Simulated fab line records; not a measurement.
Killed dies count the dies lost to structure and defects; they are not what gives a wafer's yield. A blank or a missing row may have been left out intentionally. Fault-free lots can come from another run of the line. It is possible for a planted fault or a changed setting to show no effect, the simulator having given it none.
One fault seen from 2 desks + flow gf180mcu + every desk sees just its own numbers, and what lay behind them comes last

== METROLOGY DESK ==
What the gauges read for every lot (on any tool): the sampled wafers with a number, averaged. Any lot whose mean is over 4 standard deviations away from the usual mean is out of limits and marked OUT; that distance is given in the brackets.
Columns: A = LVPWELL_OVL at GF_LVPWELL_OVL_MEAS_07, usual -1.7 nm; B = cd-nm at GF_POLY_GATE_CD_MEAS_10, usual 280.0 nm
| lot  | first seen here | A    | B     |
|------|-----------------|------|-------|
| L297 | day 3 23:21     | -2.2 | 279.2 |
| L298 | day 4 04:25     | -2.9 | 278.7 |
| L300 | day 4 15:47     | -1.4 | 278.9 |
| L301 | day 4 21:04     | 0.3  | 280.1 |
| L303 | day 5 07:22     | -1.6 | 279.7 |
| L305 | day 5 17:14     | -2.3 | 280.8 |
| L306 | day 5 23:45     | -2.2 | 280.2 |
| L308 | day 6 10:53     | -2.8 | 281.1 |
| L309 | day 6 15:11     | 2.3  | 280.7 |
| L312 | day 7 08:56     | -1.0 | 281.7 |
| L314 | day 7 18:51     | -1.4 | 278.4 |
| L320 | day 9 06:08     | -3.2 | 279.5 |
This desk found nothing out of limits on any of the 12 lots.

== DESK OF THE TOOL OWNER: rie-si-02 ==
The tool's own readings at GF_POLY_GATE_ETCH_13 (etches poly-Si in HBr/Cl2, stops on SiO2, target depth 198.5 nm, time 69.6 s): means of the sampled wafers that have a number, for each lot that ran on this tool. Any lot whose mean is over 4 standard deviations away from the usual mean is out of limits and marked OUT; that distance is given in the brackets.
Columns: A = drypump-motor-current-A at GF_POLY_GATE_ETCH_13, usual 5.4 A; B = he-backside-leak-sccm at GF_POLY_GATE_ETCH_13, usual 2.66 sccm; C = oes-product-au at GF_POLY_GATE_ETCH_13, usual 0.989 a.u.; D = rf-fwd-power-W at GF_POLY_GATE_ETCH_13, usual 397.0 W; E = throttle-valve-pct at GF_POLY_GATE_ETCH_13, usual 33.685 %
| lot  | first seen here | A   | B    | C               | D     | E      |
|------|-----------------|-----|------|-----------------|-------|--------|
| L297 | day 9 07:41     | 5.7 | 2.76 | 0.996           | 397.6 | 33.681 |
| L298 | day 9 13:08     | 5.2 | 2.62 | 0.990           | 397.9 | 33.685 |
| L301 | day 10 12:45    | 5.3 | 2.48 | 0.997           | 396.6 | 33.683 |
| L303 | day 10 23:14    | 5.7 | 2.77 | 0.991           | 395.5 | 33.687 |
| L308 | day 12 11:20    | 5.4 | 2.45 | 0.985           | 396.8 | 33.683 |
| L309 | day 12 19:44    | 5.4 | 2.47 | 0.980           | 395.5 | 33.685 |
| L312 | day 13 17:14    | 5.7 | 2.70 | 0.734 (-31) OUT | 396.9 | 33.689 |
| L314 | day 14 05:17    | 5.6 | 2.69 | 0.738 (-31) OUT | 396.7 | 33.689 |
This desk's finding: out of limits on L312, L314; first on L312, day 13 17:14 (oes-product-au at GF_POLY_GATE_ETCH_13). L297, L298, L301, L303, L308, L309: within limits.

== ALL TOGETHER ==
An alarm could have come from the tool owner's desk at day 13 17:14, on L312, L314.
From the metrology desk's view, nothing was out of limits.
The metrology desk has L312, L314 on record, within its limits.
All the named lots went through GF_POLY_GATE_ETCH_13 on rie-si-02.

== WHAT THE SIMULATOR HAD PUT IN ==
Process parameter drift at GF_POLY_GATE_ETCH_13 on rie-si-02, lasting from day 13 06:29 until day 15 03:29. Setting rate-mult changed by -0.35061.
Shown lots that were struck: L312, L314.
Time in hours from fault onset to the first out-of-limits reading at each desk: the tool owner's desk, 11.
